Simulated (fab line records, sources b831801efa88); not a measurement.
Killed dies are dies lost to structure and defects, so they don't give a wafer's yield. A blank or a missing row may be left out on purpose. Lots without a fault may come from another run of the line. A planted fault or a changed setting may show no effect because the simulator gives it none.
One fault seen from 2 desks | flow sky130 | each desk has only its own numbers; what lay behind them comes last

THE METROLOGY DESK
What the gauges read, lot by lot, whatever tool the lot ran on: means of the sampled wafers that have a number. A lot is out of limits, marked OUT, if its mean lies more than 4 standard deviations from the usual mean; the brackets give that distance.
Columns: A = CAPM_OVL at SKY_CAPM_OVL_MEAS_12, usual -0.7 nm
lot  | first seen here | A
L464 | day 37 23:37    | 0.6
L466 | day 38 16:43    | -0.4
L467 | day 39 06:57    | -1.0
L470 | day 39 21:16    | -0.5
L469 | day 39 21:56    | -2.7
L471 | day 40 07:10    | -1.2
L472 | day 40 10:41    | 0.3
L473 | day 41 02:25    | -0.2
L474 | day 41 04:16    | -3.0
L475 | day 41 12:01    | -1.0
L484 | day 43 21:53    | 0.6
L485 | day 44 00:07    | -1.9
L486 | day 44 05:14    | -0.7
This desk's finding: nothing out of limits on any of the 13 lots.

THE TOOL OWNER'S DESK: cmp-02
The tool's own readings at SKY_VIA2_CMP_24 (polishes, stops on SiO2, t overpolish 20 s, target thk 0 nm): means of the sampled wafers that have a number, for each lot that ran on this tool. A lot is out of limits, marked OUT, if its mean lies more than 4 standard deviations from the usual mean; the brackets give that distance.
Columns: A = motor_current_A at SKY_VIA2_CMP_24, usual 10.4 A; B = overpolish_run_s at SKY_VIA2_CMP_24, usual 20.001 s; C = time_to_endpoint_s at SKY_VIA2_CMP_24, usual 103 s
lot  | first seen here | A    | B                        | C
L467 | day 38 04:56    | 11.6 | 20.000                   | 101
L470 | day 38 20:32    | 10.7 | 19.996                   | 100
L469 | day 38 21:05    | 11.7 | 19.995                   | 109
L472 | day 39 09:50    | 10.1 | 20.002                   | 102
L473 | day 40 00:45    | 11.2 | 22.435 (+99 or more) OUT | 101
L474 | day 40 03:23    | 10.0 | 22.432 (+99 or more) OUT | 103
L486 | day 43 05:08    | 9.8  | 20.005                   | 107
This desk's finding: out of limits on L473, L474; first on L473, day 40 00:45 (overpolish_run_s at SKY_VIA2_CMP_24). In limits: L467, L470, L469, L472, L486.

PUT TOGETHER
The tool owner's desk could have raised an alarm at day 40 00:45, on L473, L474.
The metrology desk saw nothing out of limits.
The metrology desk has L473, L474 on record, within its limits.
Of the lots named, all ran SKY_VIA2_CMP_24 on cmp-02.

WHAT THE SIMULATOR HAD PUT IN
Process parameter drift: cmp-02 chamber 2, from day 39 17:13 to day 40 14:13, at SKY_VIA2_CMP_24. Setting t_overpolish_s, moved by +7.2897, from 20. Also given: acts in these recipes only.
Lots struck among those shown: L473, L474.
Hours from the fault's start to each desk's first reading out of limits: the tool owner's desk, 8.
